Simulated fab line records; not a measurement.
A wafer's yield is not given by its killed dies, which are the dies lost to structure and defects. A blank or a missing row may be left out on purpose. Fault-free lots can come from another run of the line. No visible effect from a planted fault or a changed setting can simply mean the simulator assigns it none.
Which tool was responsible? | flow gf180mcu | 39 wafers from 13 lots sampled at 5 of the route's 602 steps

== WHAT THE GAUGES READ, wafer by wafer ==
GF_SAB_THK_MEAS_01. Usual: SAB_CVD_00_THK 50.1 nm, standard deviation 0.6.
lot  | measured     | on            | SAB_CVD_00_THK (nm) | flag
L253 | day 14 18:48 | film metro-03 | 49.4 49.5 50.4      |
L254 | day 14 20:15 | film metro-02 | 48.9 49.2 49.7      |
L256 | day 15 14:11 | film metro-02 | 49.8 50.4 51.2      |
L258 | day 15 21:21 | film metro-03 | 50.9 51.0 51.1      |
L259 | day 16 08:58 | film metro-03 | 50.0 50.6 50.8      |
L260 | day 16 15:26 | film metro-02 | 49.5 49.5 50.6      |
L266 | day 19 03:03 | film metro-03 | 49.7 50.4 50.8      |
L268 | day 19 13:41 | film metro-02 | 49.8 50.0 50.1      |
L269 | day 19 18:56 | film metro-01 | 50.1 49.4 50.9      |
L270 | day 20 07:16 | film metro-03 | 49.8 50.1 50.1      |
L271 | day 20 13:41 | film metro-03 | 48.7 49.5 50.0      |
L275 | day 22 01:14 | film metro-01 | 49.4 49.8 50.4      |
L276 | day 22 07:26 | film metro-01 | 50.1 50.1 50.8      |

GF_V2_THK_MEAS_01. Usual: V2_CVD_00_THK 598 nm, standard deviation 5.7.
lot  | measured     | on            | V2_CVD_00_THK (nm) | flag
L253 | day 19 22:43 | film metro-02 | 589 590 590        |
L254 | day 19 23:26 | film metro-02 | 605 609 607        |
L256 | day 20 18:14 | film metro-01 | 597 603 600        |
L258 | day 21 01:58 | film metro-04 | 605 605 610        |
L259 | day 21 15:31 | film metro-01 | 605 600 604        |
L260 | day 21 22:31 | film metro-02 | 602 592 597        |
L266 | day 24 08:28 | film metro-02 | 604 603 602        |
L268 | day 24 17:07 | film metro-04 | 592 595 600        |
L269 | day 24 22:56 | film metro-01 | 602 595 596        |
L270 | day 25 10:01 | film metro-04 | 598 596 601        |
L271 | day 25 13:47 | film metro-04 | 599 595 598        |
L275 | day 26 21:22 | film metro-04 | 596 599 599        |
L276 | day 27 03:29 | film metro-04 | 601 593 596        |

== WHAT TOOL EACH LOT RAN ON (gives the tool, then ch and the chambers of the sampled wafers, and finally the start) ==
lot  | GF_NSD_COAT_02                    | GF_NSD_STRIP_11                      | GF_CONTACT_ETCH_17
L253 | litho track-04 ch 0, day 13 09:43 | plasma asher-01 ch 0,1, day 13 20:36 | rie diel-01 ch 0,2, day 19 22:43 or earlier
L254 | litho track-02 ch 0, day 13 12:26 | plasma asher-02 ch 0,1, day 13 22:47 | rie diel-02 ch 0,1, day 19 23:26 or earlier
L256 | litho track-02 ch 0, day 14 05:30 | plasma asher-03 ch 0,1, day 14 16:17 | rie diel-01 ch 0,1,2, day 20 18:14 or earlier
L258 | litho track-03 ch 0, day 14 11:46 | plasma asher-02 ch 0,1, day 14 22:28 | rie diel-03 ch 1,3, day 21 01:58 or earlier
L259 | litho track-03 ch 0, day 14 22:22 | plasma asher-03 ch 0,1, day 15 09:47 | rie diel-01 ch 1,2, day 21 15:31 or earlier
L260 | litho track-03 ch 0, day 15 05:30 | plasma asher-01 ch 0,1, day 15 16:52 | rie diel-02 ch 1,2,3, day 21 22:31 or earlier
L266 | litho track-02 ch 0, day 17 14:11 | plasma asher-02 ch 0,1, day 18 02:50 | rie diel-03 ch 0,1, day 24 08:28 or earlier
L268 | litho track-02 ch 0, day 17 23:45 | plasma asher-02 ch 0,1, day 18 12:32 | rie diel-01 ch 0,1, day 24 17:07 or earlier
L269 | litho track-03 ch 0, day 18 04:34 | plasma asher-02 ch 0,1, day 18 17:23 | rie diel-03 ch 0,2,3, day 24 22:56 or earlier
L270 | litho track-04 ch 0, day 18 16:25 | plasma asher-02 ch 0,1, day 19 05:26 | rie diel-03 ch 0,2,3, day 25 10:01 or earlier
L271 | litho track-04 ch 0, day 18 23:46 | plasma asher-01 ch 0,1, day 19 12:20 | rie diel-03 ch 1,2,3, day 25 13:47 or earlier
L275 | litho track-03 ch 0, day 20 11:56 | plasma asher-02 ch 0,1, day 21 00:44 | rie diel-02 ch 1,2,3, day 26 21:22 or earlier
L276 | litho track-04 ch 0, day 20 17:46 | plasma asher-01 ch 0,1, day 21 06:43 | rie diel-03 ch 0,2, day 27 03:29 or earlier
- GF_NSD_COAT_02: resist thk 1000 nm.
- GF_NSD_STRIP_11: strips in O2/N2.
- GF_CONTACT_ETCH_17: etches SiO2 in C4F8/O2/Ar, stops on CoSi2, target depth 860 nm.

== WHAT THE TOOLS THEMSELVES READ (means of the sampled wafers that have a number; where no wafer has one, the mark that the record gives instead) ==
GF_NSD_COAT_02. Usual: spin speed rpm reads 3000.1 rpm (standard deviation 2.3).
lot  | tool           | spin speed rpm (rpm) | flag
L253 | litho track-04 | 3001.7               |
L254 | litho track-02 | 2998.6               |
L256 | litho track-02 | 3002.3               |
L258 | litho track-03 | 2999.8               |
L259 | litho track-03 | 2997.4               |
L260 | litho track-03 | 2997.8               |
L266 | litho track-02 | 3151.8               | OFF
L268 | litho track-02 | 3157.4               | OFF
L269 | litho track-03 | 3001.1               |
L270 | litho track-04 | 3000.3               |
L271 | litho track-04 | 2999.0               |
L275 | litho track-03 | 3001.2               |
L276 | litho track-04 | 3002.1               |

GF_NSD_STRIP_11. Usual: drypump motor current A 5.3 A, standard deviation 0.56; heater power w 347 W, standard deviation 23; o2 flow sccm 2999 sccm, standard deviation 8.7; oes product au 0.487 a.u., standard deviation 0.0044; strip time to endpoint s 22.97 s, standard deviation 0.041.
lot  | tool            | drypump motor current A (A) | heater power w (W) | o2 flow sccm (sccm) | oes product au (a.u.) | strip time to endpoint s (s) | flag
L253 | plasma asher-01 | 5.8                         | 353                | 3000                | 0.483                 | 22.99                        |
L254 | plasma asher-02 | 4.8                         | 345                | 2995                | 0.485                 | 22.91                        |
L256 | plasma asher-03 | 6.0                         | 317                | 2990                | 0.490                 | 22.94                        |
L258 | plasma asher-02 | 4.8                         | 350                | 2994                | 0.485                 | 22.96                        |
L259 | plasma asher-03 | 5.7                         | 325                | 3004                | 0.484                 | 23.00                        |
L260 | plasma asher-01 | 5.4                         | 372                | 2996                | 0.486                 | 23.00                        |
L266 | plasma asher-02 | 4.8                         | 351                | 3001                | 0.486                 | 22.71                        | OFF
L268 | plasma asher-02 | 4.8                         | 348                | 2997                | 0.485                 | 22.70                        | OFF
L269 | plasma asher-02 | 4.9                         | 350                | 2997                | 0.492                 | 22.98                        |
L270 | plasma asher-02 | 4.9                         | 349                | 2996                | 0.484                 | 22.95                        |
L271 | plasma asher-01 | 5.4                         | 368                | 2990                | 0.482                 | 23.01                        |
L275 | plasma asher-02 | 4.9                         | 352                | 2993                | 0.489                 | 22.93                        |
L276 | plasma asher-01 | 5.4                         | 363                | 3006                | 0.484                 | 23.00                        |

GF_CONTACT_ETCH_17. Usual: oes product au reads 0.815 a.u. (standard deviation 0.0043).
lot  | tool        | oes product au (a.u.) | flag
L253 | rie diel-01 | 0.817                 |
L254 | rie diel-02 | 0.815                 |
L256 | rie diel-01 | 0.817                 |
L258 | rie diel-03 | 0.819                 |
L259 | rie diel-01 | 0.815                 |
L260 | rie diel-02 | 0.815                 |
L266 | rie diel-03 | 0.816                 |
L268 | rie diel-01 | 0.813                 |
L269 | rie diel-03 | 0.816                 |
L270 | rie diel-03 | 0.813                 |
L271 | rie diel-03 | 0.815                 |
L275 | rie diel-02 | 0.817                 |
L276 | rie diel-03 | 0.816                 |

== THE ANSWER, worked out from the rows above alone ==
Rule: a lot is off if the mean of its wafers that have a number lies more than 3 standard deviations from the usual mean. A lot without any number at a reading at which 4 lots or more have one is off too. The other lots that the step has rows for count as sound. The gauges are gone through in route order, then the tools' own readings, and for those a lot's mean is taken as printed above. The first step at which some lot is off is used, and at that step the reading that is off furthest; a lot without a number counts as furthest.
Off: L266, L268 (GF_NSD_COAT_02, spin speed rpm).
A tool fits if, at that step or a process step before it, it ran every lot that is off, and no sound lot after the first of them. One fits: GF_NSD_COAT_02 on litho track-02. A fault onset in the window from L256 (day 14 05:30, its last sound lot) to L266 (day 17 14:11, its first lot off) fits.
On the lots that are off, the tool's own readings at GF_NSD_COAT_02 differ by more than 5 times the standard deviation of the sound lots' means, which bears it out; spin speed rpm reads 3154.6 rpm there versus 3000.1 rpm on the sound lots.

== WHAT THE SIMULATOR HAD PUT IN ==
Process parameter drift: litho track-02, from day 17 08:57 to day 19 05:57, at GF_NSD_COAT_02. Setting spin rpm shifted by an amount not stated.
Lots struck among those shown: L266, L268. The rule given above showed the same thing.
